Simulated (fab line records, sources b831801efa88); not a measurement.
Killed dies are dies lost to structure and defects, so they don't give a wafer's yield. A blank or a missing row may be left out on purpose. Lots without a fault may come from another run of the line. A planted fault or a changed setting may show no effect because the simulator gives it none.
Chamber matching | flow sky130 | SKY_FIELD_ISO_ETCH_17 on rie_si-01: 4 sister chambers
The step etches Si in HBr/Cl2/O2, target depth 342 nm, time 97.7 s. 4 wafers are shown with their chamber, then 7 later ones without.

WAFERS WITH THEIR CHAMBER
wafer  | chamber | drypump_motor_current_A (A)
L103.5 | 0       | 6.0
L104.6 | 3       | 6.1
L108.1 | 1       | 6.6
L108.4 | 2       | 4.9

WAFERS WITHOUT THEIR CHAMBER
wafer  | drypump_motor_current_A (A)
L108.5 | 6.1
L113.1 | 4.9
L113.2 | 6.5
L113.4 | 6.0
L119.2 | 6.1
L119.5 | 6.1
L119.6 | 5.9

WHICH CHAMBER EACH WENT THROUGH
wafer  | from the rows above     | in truth
L108.5 | can't be placed: 3 or 0 | 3
L113.1 | 2                       | 2
L113.2 | 1                       | 1
L113.4 | can't be placed: 0 or 3 | 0
L119.2 | can't be placed: 3 or 0 | 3
L119.5 | can't be placed: 3 or 0 | 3
L119.6 | can't be placed: 0 or 3 | 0
Placed correctly: 2 of 7. Can't be placed from these rows: 5 (the true chamber is among the candidates in 5). Placed wrongly: 0.
How it was worked out, from the rows above alone: a wafer's distance from a chamber is the root of the sum, over the readings, of the square of ((its reading less the chamber's mean) divided by the reading's scatter). The wafer belongs to the nearest chamber; if the next one is less than 2 further off, it can't be placed. A chamber's mean is the mean of its shown wafers. The scatter: with one shown wafer a chamber, the root of the mean of the squares of how far each hidden wafer lies from its nearest shown one.
